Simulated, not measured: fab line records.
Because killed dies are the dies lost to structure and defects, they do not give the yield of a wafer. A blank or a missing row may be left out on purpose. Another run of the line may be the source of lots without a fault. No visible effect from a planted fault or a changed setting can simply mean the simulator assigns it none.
8D (eight disciplines) problem report, filled in by code / flow sky130 / the parts of the form that need people (team, actions taken, sign-off) are left out

1. THE PROBLEM
Wafers without a fault read 3.19 s, standard deviation 0.031; stripTimeToEndpointS at SKY_POLY_GATE_STRIP_18 reads a mean of 3.63 s on 2 wafers belonging to 2 lots. Relative to the usual mean, that is a shift of +14 standard deviations.
The step: strips in O2/N2.
Seen first at day 20 08:48 on plasmaAsher-04, wafer L297.2. At this step, 42 wafers from 14 lots have a number in the record. The rule behind "out" and "out of limits": a value lying over 4 standard deviations away from the usual mean. The other wafers with a number count as sound.

2. WHAT IT IS; WHAT IT IS NOT
question=which readings at this step | is=stripTimeToEndpointS | is not=drypumpMotorCurrentA
question=which lots | is=L297, L299 | is not=L286, L287, L288, L289, L292, L293, L295, L296, L306, L307, L308, L309
question=which wafers of those lots | is=L297.2, L299.5 | is not=L297.4, L297.6, L299.1, L299.3
question=read on which tools | is=plasmaAsher-02, plasmaAsher-04 | is not=plasmaAsher-01
question=when | is=from day 20 08:48 | is not=up to then (26 sound wafers); but 14 sound wafers of L299, L306, L307, L308, L309 came after

3. WHAT RULES OUT EACH SUSPECT
Counting: any tool at a process step up to the reading remains a suspect provided it ran every lot that is out. Sound lots after the first of them don't rule it out here, since some wafers of a struck lot are sound.
- rieDiel-04 at SKY_POLY_GATE_ETCH_16 (etches Si3N4 in CH3F/O2, stops on poly-Si, time 147.5 s, target depth 75 nm): kept. Ran every lot that is out, first one L297 (day 20 08:39); last sound lot up to then L296 (day 20 02:17).
Remaining after the count: rieDiel-04 at SKY_POLY_GATE_ETCH_16.

4. THE CAUSE (what the simulator had put in)
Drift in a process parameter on rieDiel-04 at SKY_POLY_GATE_ETCH_16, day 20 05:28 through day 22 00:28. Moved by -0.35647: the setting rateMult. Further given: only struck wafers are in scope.
After counting, this tool was the only one left.

5. THE CHAIN OF EFFECTS, in route order
Rows list readings where the struck wafers' mean (over those with a number) sits beyond 3 standard deviations from the usual. Only readings whose record carries a usual standard deviation are examined. hours: median over the lots of the time between each lot's start at the first step of this table that gives one and its start at this step. sigmas: the change, counted in usual standard deviations.
hours=0; step=SKY_POLY_GATE_STRIP_18; reading=oesProductAu; usual=0.362 a.u.; on struck wafers=0.382; change=+0.020; sigmas=+4.3
hours=0; step=SKY_POLY_GATE_STRIP_18; reading=stripTimeToEndpointS; usual=3.19 s; on struck wafers=3.63; change=+0.44; sigmas=+14
Process steps it contains:
- SKY_POLY_GATE_STRIP_18: strips in O2/N2.

6. HOW IT WOULD HAVE BEEN CAUGHT EARLIER
The fault began at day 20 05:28; the first out-of-limits reading in this record came at day 20 08:48, 3 hours later.
An alarm limit of 4 standard deviations would not have fired on the tool readings at SKY_POLY_GATE_ETCH_16 for which the record gives a usual standard deviation, since none of them was out on any struck wafer.
L299, from the lots that are out (2), started SKY_POLY_GATE_ETCH_16 on rieDiel-04 later than day 20 08:48. Had the tool been put on hold then, it would have been spared.
